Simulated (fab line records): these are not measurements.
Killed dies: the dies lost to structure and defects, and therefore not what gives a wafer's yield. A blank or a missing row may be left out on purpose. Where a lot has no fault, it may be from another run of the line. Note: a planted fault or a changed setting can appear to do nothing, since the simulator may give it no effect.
Chamber matching    flow gf180mcu    rie diel-02 running GF_M5_ETCH_09: 4 sister chambers
The step etches Si3N4 in CF4/O2, target depth 52 nm, time 11.6 s. 14 wafers are shown with their chamber, then 7 later ones without.

## EACH WAFER AND ITS CHAMBER
wafer   chamber  drypump motor current A (A)  oes product au (a.u.)  O2_flow_sccm (sccm)
L254.1  2        4.8                          1.010                  9.953
L254.2  3        5.9                          0.997                  9.980
L254.4  2        4.9                          1.005                  9.963
L255.2  2        4.8                          1.014                  10.000
L255.3  1        5.8                          1.002                  9.960
L255.4  1        5.8                          1.014                  10.032
L257.1  2        4.9                          0.998                  9.965
L257.3  3        5.9                          0.996                  10.001
L257.5  2        4.9                          1.017                  10.036
L258.1  2        4.8                          0.998                  9.970
L258.2  3        5.9                          0.998                  9.977
L258.3  1        5.8                          0.984                  10.021
L267.1  3        5.9                          0.987                  9.977
L267.2  0        5.9                          1.000                  10.005

SIGNATURES, as means of the wafers listed above
reading                  chamber 0  chamber 1  chamber 2  chamber 3  scatter within a chamber
drypump motor current A  5.900      5.800      4.850      5.900      0.0387
oes product au           1.00000    1.00000    1.00700    0.99450    0.00926
O2_flow_sccm             10.00500   10.00433   9.98117    9.98375    0.0288
Rule: a wafer's distance from a chamber is the root of the sum, over the readings, of the square of ((its reading less the chamber's mean) divided by the reading's scatter). The wafer belongs to the nearest chamber; if the next one is less than 2 further off, it can't be placed. The scatter: take each reading less its chamber's mean, square it, sum over the shown wafers, divide by the number of wafers less the number of chambers, and take the root.

## WAFERS WITH NO CHAMBER GIVEN
wafer   drypump motor current A (A)  oes product au (a.u.)  O2_flow_sccm (sccm)
L267.4  4.8                          0.998                  10.023
L271.2  5.8                          1.002                  9.977
L271.5  4.8                          1.009                  9.949
L271.6  5.8                          1.000                  10.002
L272.1  5.8                          1.004                  9.999
L272.4  4.8                          1.004                  10.002
L272.6  5.9                          0.995                  10.011

## THE CHAMBER EACH PASSED THROUGH
wafer   from the rows above           in truth
L267.4  2                             2
L271.2  can't be placed: 1 or 3 or 0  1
L271.5  2                             2
L271.6  1                             1
L272.1  1                             1
L272.4  2                             2
L272.6  can't be placed: 0 or 3       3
5 of 7 placed correctly. Unplaceable from these rows: 2, with the true chamber sitting among the candidates in 2. Number placed wrongly: 0.
